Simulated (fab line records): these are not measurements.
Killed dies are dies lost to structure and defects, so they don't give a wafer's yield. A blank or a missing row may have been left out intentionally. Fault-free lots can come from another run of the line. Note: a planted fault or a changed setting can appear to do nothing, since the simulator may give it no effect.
Split-lot study :: flow sfq_line :: 23 wafers read across 5 lots, on a route 325 steps long

== ON THE SPLIT ==
At SFQ_TRILAYER_R5_LITHO_COAT_136 (resist thk 600 nm), the setting spin_rpm was moved away from the recipe's 3000 rpm on 11 of the 23 wafers read, by -6.0% to +3.0%. This setting was run at the recipe's value on the other wafers.

== FROM THE SPLIT TO THE READING: what the file shows between them, 2 steps ==
- SFQ_TRILAYER_R5_LITHO_PEB_139: peb time 60 s (also split here: peb_temp_c)
- SFQ_TRILAYER_R5_LITHO_DEVELOP_138: time 60 s

== THE READING ==
KrF_of_TRILAYER_R5_LITHO_COAT_136.thk_nm (the simulator's own value, which no gauge read), in nm, at SFQ_TRILAYER_R5_BARC_OPEN_METAL_ETCH_177 (etches BARC in O2, target depth 125 nm, time 41.7 s). The file does not state a usual value for it. The 12 wafers here that ran the recipe average 523.6 nm, standard deviation 1.5 nm.

wafer: L076.1
tool, chamber at the split: litho_track-02, 0
spin_rpm as run, rpm: 3000
against the recipe: recipe
KrF_of_TRILAYER_R5_LITHO_COAT_136.thk_nm, nm: 524.8
against lot-mates on the recipe: -

wafer: L076.2
tool, chamber at the split: litho_track-02, 0
spin_rpm as run, rpm: 2819
against the recipe: -6.0%
KrF_of_TRILAYER_R5_LITHO_COAT_136.thk_nm, nm: 543
against lot-mates on the recipe: +18.3

wafer: L076.3
tool, chamber at the split: litho_track-02, 0
spin_rpm as run, rpm: 2819
against the recipe: -6.0%
KrF_of_TRILAYER_R5_LITHO_COAT_136.thk_nm, nm: 542.6
against lot-mates on the recipe: +17.9

wafer: L076.4
tool, chamber at the split: litho_track-02, 0
spin_rpm as run, rpm: 3000
against the recipe: recipe
KrF_of_TRILAYER_R5_LITHO_COAT_136.thk_nm, nm: 524.2
against lot-mates on the recipe: -

wafer: L076.5
tool, chamber at the split: litho_track-02, 0
spin_rpm as run, rpm: 3000
against the recipe: recipe
KrF_of_TRILAYER_R5_LITHO_COAT_136.thk_nm, nm: 525
against lot-mates on the recipe: -

wafer: L077.1
tool, chamber at the split: litho_track-01, 0
spin_rpm as run, rpm: 3061
against the recipe: +2.0%
KrF_of_TRILAYER_R5_LITHO_COAT_136.thk_nm, nm: 516.4
against lot-mates on the recipe: -4.4

wafer: L077.2
tool, chamber at the split: litho_track-01, 0
spin_rpm as run, rpm: 3061
against the recipe: +2.0%
KrF_of_TRILAYER_R5_LITHO_COAT_136.thk_nm, nm: 514.1
against lot-mates on the recipe: -6.7

wafer: L077.3
tool, chamber at the split: litho_track-01, 0
spin_rpm as run, rpm: 3000
against the recipe: recipe
KrF_of_TRILAYER_R5_LITHO_COAT_136.thk_nm, nm: 521.4
against lot-mates on the recipe: -

wafer: L077.4
tool, chamber at the split: litho_track-01, 0
spin_rpm as run, rpm: 3000
against the recipe: recipe
KrF_of_TRILAYER_R5_LITHO_COAT_136.thk_nm, nm: 520.3
against lot-mates on the recipe: -

wafer: L077.6
tool, chamber at the split: litho_track-01, 0
spin_rpm as run, rpm: 3061
against the recipe: +2.0%
KrF_of_TRILAYER_R5_LITHO_COAT_136.thk_nm, nm: 514.7
against lot-mates on the recipe: -6.1

wafer: L080.1
tool, chamber at the split: litho_track-02, 0
spin_rpm as run, rpm: 3000
against the recipe: recipe
KrF_of_TRILAYER_R5_LITHO_COAT_136.thk_nm, nm: 525.2
against lot-mates on the recipe: -

wafer: L080.3
tool, chamber at the split: litho_track-02, 0
spin_rpm as run, rpm: 3000
against the recipe: recipe
KrF_of_TRILAYER_R5_LITHO_COAT_136.thk_nm, nm: 525.2
against lot-mates on the recipe: -

wafer: L080.6
tool, chamber at the split: litho_track-02, 0
spin_rpm as run, rpm: 3000
against the recipe: recipe
KrF_of_TRILAYER_R5_LITHO_COAT_136.thk_nm, nm: 524.6
against lot-mates on the recipe: -

wafer: L083.1
tool, chamber at the split: litho_track-03, 0
spin_rpm as run, rpm: 3091
against the recipe: +3.0%
KrF_of_TRILAYER_R5_LITHO_COAT_136.thk_nm, nm: 518.3
against lot-mates on the recipe: -4.9

wafer: L083.3
tool, chamber at the split: litho_track-03, 0
spin_rpm as run, rpm: 3000
against the recipe: recipe
KrF_of_TRILAYER_R5_LITHO_COAT_136.thk_nm, nm: 523.3
against lot-mates on the recipe: -

wafer: L083.4
tool, chamber at the split: litho_track-03, 0
spin_rpm as run, rpm: 3091
against the recipe: +3.0%
KrF_of_TRILAYER_R5_LITHO_COAT_136.thk_nm, nm: 516.6
against lot-mates on the recipe: -6.6

wafer: L083.5
tool, chamber at the split: litho_track-03, 0
spin_rpm as run, rpm: 3000
against the recipe: recipe
KrF_of_TRILAYER_R5_LITHO_COAT_136.thk_nm, nm: 523.1
against lot-mates on the recipe: -

wafer: L083.6
tool, chamber at the split: litho_track-03, 0
spin_rpm as run, rpm: 3091
against the recipe: +3.0%
KrF_of_TRILAYER_R5_LITHO_COAT_136.thk_nm, nm: 513.6
against lot-mates on the recipe: -9.6

wafer: L084.1
tool, chamber at the split: litho_track-02, 0
spin_rpm as run, rpm: 3000
against the recipe: recipe
KrF_of_TRILAYER_R5_LITHO_COAT_136.thk_nm, nm: 522.9
against lot-mates on the recipe: -

wafer: L084.2
tool, chamber at the split: litho_track-02, 0
spin_rpm as run, rpm: 2894
against the recipe: -3.5%
KrF_of_TRILAYER_R5_LITHO_COAT_136.thk_nm, nm: 534.5
against lot-mates on the recipe: +11.8

wafer: L084.4
tool, chamber at the split: litho_track-02, 0
spin_rpm as run, rpm: 2894
against the recipe: -3.5%
KrF_of_TRILAYER_R5_LITHO_COAT_136.thk_nm, nm: 533.2
against lot-mates on the recipe: +10.5

wafer: L084.5
tool, chamber at the split: litho_track-02, 0
spin_rpm as run, rpm: 2894
against the recipe: -3.5%
KrF_of_TRILAYER_R5_LITHO_COAT_136.thk_nm, nm: 533.2
against lot-mates on the recipe: +10.5

wafer: L084.6
tool, chamber at the split: litho_track-02, 0
spin_rpm as run, rpm: 3000
against the recipe: recipe
KrF_of_TRILAYER_R5_LITHO_COAT_136.thk_nm, nm: 522.6
against lot-mates on the recipe: -

FIT RESULTS
A straight line over all 23 wafers: KrF_of_TRILAYER_R5_LITHO_COAT_136.thk_nm changes by -3.05 nm for each +1% of spin_rpm; r = -0.97; the points scatter about the line by 1.8 nm.
The same after taking each lot's own level away (the mean of its wafers on the recipe; 23 wafers): -2.87 nm for each +1%; r = -0.99; scatter 1.1 nm.
That fit puts the effect of the largest move of spin_rpm on the reading at 17 nm.
Measured against the standard deviation above, the lots' own levels, which go from 520.85 to 525.00 nm, span 2.7 times it.
So the lot-to-lot level changes the slope little: the two slopes agree.
Check: with one of the wafers moved furthest among these (-6.0%) left out of the fit, the line predicts +17.4 nm for it against its lot-mates. It came out at +18.3 nm against them.

== THE OTHER SPLITS THESE WAFERS WENT THROUGH ==
These wafers also went through other splits before the reading. Each is held against what the fit with the lots' levels taken away leaves over:
other split on the same wafers: SFQ_TRILAYER_I4_VIA_BARC_OPEN_VIA_ETCH_146 time_s
wafers away from the commonest value: 8
r with KrF_of_TRILAYER_R5_LITHO_COAT_136.thk_nm (lot level and that fit taken away): +0.51

other split on the same wafers: SFQ_TRILAYER_JJ_CE_LITHO_COAT_114 resist_thk_nm
wafers away from the commonest value: 9
r with KrF_of_TRILAYER_R5_LITHO_COAT_136.thk_nm (lot level and that fit taken away): -0.12

other split on the same wafers: SFQ_TRILAYER_M5_ETCH_METAL_ETCH_126 icp_w
wafers away from the commonest value: 4
r with KrF_of_TRILAYER_R5_LITHO_COAT_136.thk_nm (lot level and that fit taken away): -0.11

other split on the same wafers: SFQ_TRILAYER_R5_LITHO_PEB_139 peb_temp_c
wafers away from the commonest value: 6
r with KrF_of_TRILAYER_R5_LITHO_COAT_136.thk_nm (lot level and that fit taken away): -0.33

== THE WHOLE CHAIN: every reading that the file lists as answering this split, in the file's order ==
step: SFQ_TRILAYER_R5_LITHO_COAT_136
what it does: resist thk 600 nm
reading: KrF_of_TRILAYER_R5_LITHO_COAT_136.thk_nm (the simulator's own value, which no gauge read)
change (the file's fit): -2.95 nm for each +1% of the setting
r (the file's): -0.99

step: SFQ_TRILAYER_R5_BARC_OPEN_METAL_ETCH_177
what it does: etches BARC in O2, target depth 125 nm, time 41.7 s
reading: KrF_of_TRILAYER_R5_LITHO_COAT_136.thk_nm (the simulator's own value, which no gauge read)
change (the file's fit): -2.91 nm for each +1% of the setting
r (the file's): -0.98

== FILE'S OWN FIT ==
KrF_of_TRILAYER_R5_LITHO_COAT_136.thk_nm changes by -2.91 nm for each +1% of spin_rpm, r = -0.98.
